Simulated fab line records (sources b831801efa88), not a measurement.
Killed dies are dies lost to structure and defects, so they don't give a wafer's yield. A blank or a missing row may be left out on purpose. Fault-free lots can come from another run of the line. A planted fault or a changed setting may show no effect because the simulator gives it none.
Chamber matching    flow sky130    cmp-01 running SKY_VIA2_CMP_24: 4 sister chambers
The step polishes, stops on SiO2, t overpolish 20 s, target thk 0 nm. 22 wafers are shown with their chamber, then 11 later ones without.

WAFERS WITH THEIR CHAMBER
wafer   chamber  time-to-endpoint-s (s)  overpolish-run-s (s)  motor-current-A (A)
L074.1  1        98                      19.994                11.8
L074.2  3        103                     20.001                11.7
L074.3  0        103                     19.987                11.4
L076.1  3        103                     19.990                12.2
L076.2  0        101                     19.990                11.9
L076.4  2        98                      20.000                11.1
L077.4  1        100                     20.001                11.5
L077.5  1        99                      20.003                11.6
L077.6  0        105                     20.012                12.1
L078.1  0        102                     20.001                11.8
L078.2  3        98                      19.984                11.9
L078.4  1        96                      19.994                11.1
L080.1  2        105                     19.996                12.0
L080.3  1        101                     19.990                11.8
L080.4  3        111                     19.985                12.6
L083.1  2        100                     19.996                12.0
L083.4  3        97                      19.988                12.4
L083.5  2        100                     19.994                11.2
L087.2  2        103                     20.006                12.4
L087.4  0        106                     20.002                11.7
L087.5  0        107                     20.005                11.6
L089.2  3        103                     19.993                11.3

SIGNATURES (means of the wafers above)
reading             chamber 0  chamber 1  chamber 2  chamber 3  scatter within a chamber
time-to-endpoint-s  104.00     98.80      101.20     102.50     3.31
overpolish-run-s    19.99950   19.99640   19.99840   19.99017   0.00685
motor-current-A     11.750     11.560     11.740     12.017     0.411
Rule: a wafer lies at a distance from a chamber equal to the root of the sum of squares, over the readings, of (its reading less the chamber's mean, divided by the reading's scatter). The wafer belongs to the nearest chamber; if the next one is less than 2 further off, it can't be placed. The scatter is the square root of a quotient: the sum, over the shown wafers, of each reading's squared deviation from its chamber's mean, divided by wafers minus chambers.

WAFERS WITHOUT THEIR CHAMBER
wafer   time-to-endpoint-s (s)  overpolish-run-s (s)  motor-current-A (A)
L089.3  104                     19.999                11.5
L089.4  101                     20.002                11.6
L093.2  107                     19.987                11.8
L093.3  107                     19.996                11.4
L093.5  105                     19.996                11.9
L094.1  105                     20.008                11.7
L094.2  104                     19.993                12.0
L094.6  103                     20.000                11.8
L096.3  106                     20.003                11.5
L096.4  108                     20.003                11.5
L096.5  109                     20.000                11.7

THE CHAMBER EACH PASSED THROUGH
wafer   from the rows above                in truth
L089.3  can't be placed: 0 or 2 or 1 or 3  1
L089.4  can't be placed: 2 or 0 or 1 or 3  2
L093.2  can't be placed: 3 or 0 or 2 or 1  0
L093.3  can't be placed: 0 or 2 or 3 or 1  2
L093.5  can't be placed: 0 or 3 or 2 or 1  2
L094.1  can't be placed: 0 or 2 or 1 or 3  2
L094.2  can't be placed: 3 or 0 or 2 or 1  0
L094.6  can't be placed: 0 or 2 or 1 or 3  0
L096.3  can't be placed: 0 or 2 or 1 or 3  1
L096.4  can't be placed: 0 or 2 or 3 or 1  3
L096.5  can't be placed: 0 or 2 or 3 or 1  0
Correct placement for 0 of the 11. Can't be placed from these rows: 11 (the true chamber is among the candidates in 11). Number placed wrongly: 0.
